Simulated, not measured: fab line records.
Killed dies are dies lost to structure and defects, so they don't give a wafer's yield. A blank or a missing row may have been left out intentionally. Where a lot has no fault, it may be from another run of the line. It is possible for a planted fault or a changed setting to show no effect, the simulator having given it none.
A struck lot beside a sound one / flow sky130 / 21 out of 708 route steps
Sound: these wafers, L204.2, L204.3, L204.4. The struck wafers were L198.3, L198.5, L198.6. The cause is given at the end.
Per side, at each step with rows, come the tool, then ch with its chambers, and then its first start. Under that, the readings that differ: sound wafers / struck wafers / difference of the means / sigmas: that difference in standard deviations of wafers without a fault.
alike: words and numbers the same on both sides, and readings whose means are apart by under 2 such deviations; not compared: readings that were withheld, readings missing a value for some wafer, numbers with overlapping values and no deviation given by the record, and bounds like >300 which may hide the same value.
The two part at a step that has a row with sigmas, a row that says differs or no value, or rows on one side only. Non-overlapping numbers with no deviation appear without sigmas and do not part them. Lack of a reading on every wafer of one side parts them only where that side has two or more wafers.

SKY_POLY_GATE_THK_MEAS_21:
  sound on filmMetro-02 at day 21 12:59; struck on filmMetro-04 at day 19 08:32
  alike: POLY_GATE_OXIDATION_THK
SKY_POLY_GATE_CD_MEAS_22:
  sound on cdSem-02 at day 21 13:04; struck on cdSem-02 at day 19 08:37
  alike: cdNm
then, 7 steps without rows for these wafers: SKY_LDD_N_DEHYDRATE_00 (time 60 s); SKY_LDD_N_HMDS_01 (prime time 60 s); SKY_LDD_N_COAT_02 (resist thk 300 nm); SKY_LDD_N_SOFTBAKE_03 (time 60 s); SKY_LDD_N_EXPOSE_04 (exposes mask NTM, target cd 840 nm); SKY_LDD_N_PEB_05; SKY_LDD_N_DEVELOP_06 (develop time 60 s).
SKY_LDD_N_OVL_MEAS_07:
  sound on overlay-01 at day 22 19:58; struck on overlay-01 at day 20 15:47
  alike: LDD_N_OVL
then, 2 steps without rows for these wafers: SKY_LDD_N_IMPLANT_08; SKY_LDD_N_IMPLANT_09.
SKY_LDD_N_IMPLANT_10:
  sound on implanter-03 ch 0, day 22 20:19; struck on implanter-01 ch 0, day 20 16:10
reading=doseIonsCm2; sound=7.502e+13 7.5e+13 7.502e+13; struck=5.475e+13 5.479e+13 5.498e+13; difference=-2.017e+13; sigmas=-99 or more
reading=faradayCurrentUA; sound=413 436 419; struck=302 307 300; difference=-120; sigmas=-14
then, 5 steps without rows for these wafers: SKY_LDD_N_IMPLANT_11; SKY_LDD_N_IMPLANT_12; SKY_LDD_N_IMPLANT_13; SKY_LDD_N_IMPLANT_14; SKY_LDD_N_IMPLANT_15.
SKY_LDD_N_STRIP_16: strips in O2/N2.
  sound on plasmaAsher-04 ch 0,1, day 22 21:11; struck on plasmaAsher-03 ch 0,1, day 20 17:03
reading=oesProductAu (a.u.); sound=0.402 0.408 0.400; struck=0.412 0.416 0.413; difference=+0.010; sigmas=+2
  alike: drypumpMotorCurrentA, stripTimeToEndpointS
  not compared: rfHoursCounterH
SKY_LDD_N_TW_MEAS_17:
  sound on filmMetro-02 at day 22 21:18; struck on filmMetro-04 at day 20 17:08
  alike: LDD_N_TW
-- here the record skips 27 days between the struck wafers' starts before and after, leaving off in module LDD_N and picking up in module PAD_OPEN (first step shown: number 708 of the route) --
SKY_PAD_OPEN_PROBE_99:
  sound on prober-02 at day 49 03:15; struck on prober-02 at day 47 20:58
reading=model.etest.tipN.rsOhmSq; sound=442.9 442.7 444.9; struck=461.6 458.8 461.2; difference=+17.0; sigmas=
  alike: killed_at_M0_to_M3, killed_at_M4_up, killedAtContacts, killedAtFrontEnd, killedAtOther, killedDies, killedOnRim, killedOpen, killedShort

== WHERE THEY PART ==
Earliest at SKY_LDD_N_IMPLANT_10; latest, in this record, at SKY_LDD_N_STRIP_16. Later steps at which nothing parts them and some readings are alike: SKY_LDD_N_TW_MEAS_17, SKY_PAD_OPEN_PROBE_99.

WHY: the cause the simulator had injected
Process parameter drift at SKY_LDD_N_IMPLANT_10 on implanter-01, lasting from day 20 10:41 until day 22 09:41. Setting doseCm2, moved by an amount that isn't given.
